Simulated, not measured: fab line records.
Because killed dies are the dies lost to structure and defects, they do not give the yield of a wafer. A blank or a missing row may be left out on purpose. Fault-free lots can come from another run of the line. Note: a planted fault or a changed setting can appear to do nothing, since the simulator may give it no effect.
Which of the tools did it? | flow gf180mcu | 18 wafers from 6 lots sampled at 2 of the route's 602 steps

== WHAT THE GAUGES READ, wafer by wafer ==
GF_NWELL_TW_MEAS_11.
lot  | measured    | on            | NWELL_TW
L968 | day 3 23:21 | film-metro-04 | 1575 1576 1577
L971 | day 4 15:33 | film-metro-01 | 1573 1576 1574
L973 | day 5 02:31 | film-metro-02 | 1569 1558 1565
L976 | day 5 20:22 | film-metro-01 | 1573 1578 1564
L978 | day 6 04:54 | film-metro-04 | 1582 1573 1577
L983 | day 7 11:17 | film-metro-02 | 1706 1705 1695

== EACH LOT AND THE TOOL THAT RAN IT (in order: tool; ch and the chambers of the sampled wafers; start) ==
lot  | GF_NWELL_IMPLANT_09
L968 | implanter-01 ch 0, day 3 23:07
L971 | implanter-04 ch 0, day 4 15:13
L973 | implanter-03 ch 0, day 5 02:16
L976 | implanter-03 ch 0, day 5 20:08
L978 | implanter-04 ch 0, day 6 04:40
L983 | implanter-04 ch 0, day 7 11:02
- GF_NWELL_IMPLANT_09

== THE ANSWER, worked out from the rows above alone ==
Rule: usual is defined by the lots themselves. Put in order of their means at a reading, lots are off if they are a third of the lots or fewer, leave a main group of 4 or more, and stand apart from it by a gap of 3 or more times the standard deviation of the main group's means; of several such gaps the widest counts. A main group whose means are all the same, to the digits that the tables above print for the reading, isn't used. A lot without any number at a reading at which 4 lots or more have one is off too. Where the step has rows for the other lots, those lots are counted as sound.
Off: L983, at GF_NWELL_TW_MEAS_11 (NWELL_TW). The main group has a mean of 1573 with a standard deviation of 4.7.
A tool fits if, at a process step before that reading, it ran every lot that is off, and no sound lot after the first of them. Those tools and the gauges at GF_NWELL_TW_MEAS_11 are tried in the same way. This does not decide it: 2 tools fit, namely implanter-04 at GF_NWELL_IMPLANT_09 and film-metro-02 at GF_NWELL_TW_MEAS_11.

== WHAT HAD BEEN PUT IN BY THE SIMULATOR ==
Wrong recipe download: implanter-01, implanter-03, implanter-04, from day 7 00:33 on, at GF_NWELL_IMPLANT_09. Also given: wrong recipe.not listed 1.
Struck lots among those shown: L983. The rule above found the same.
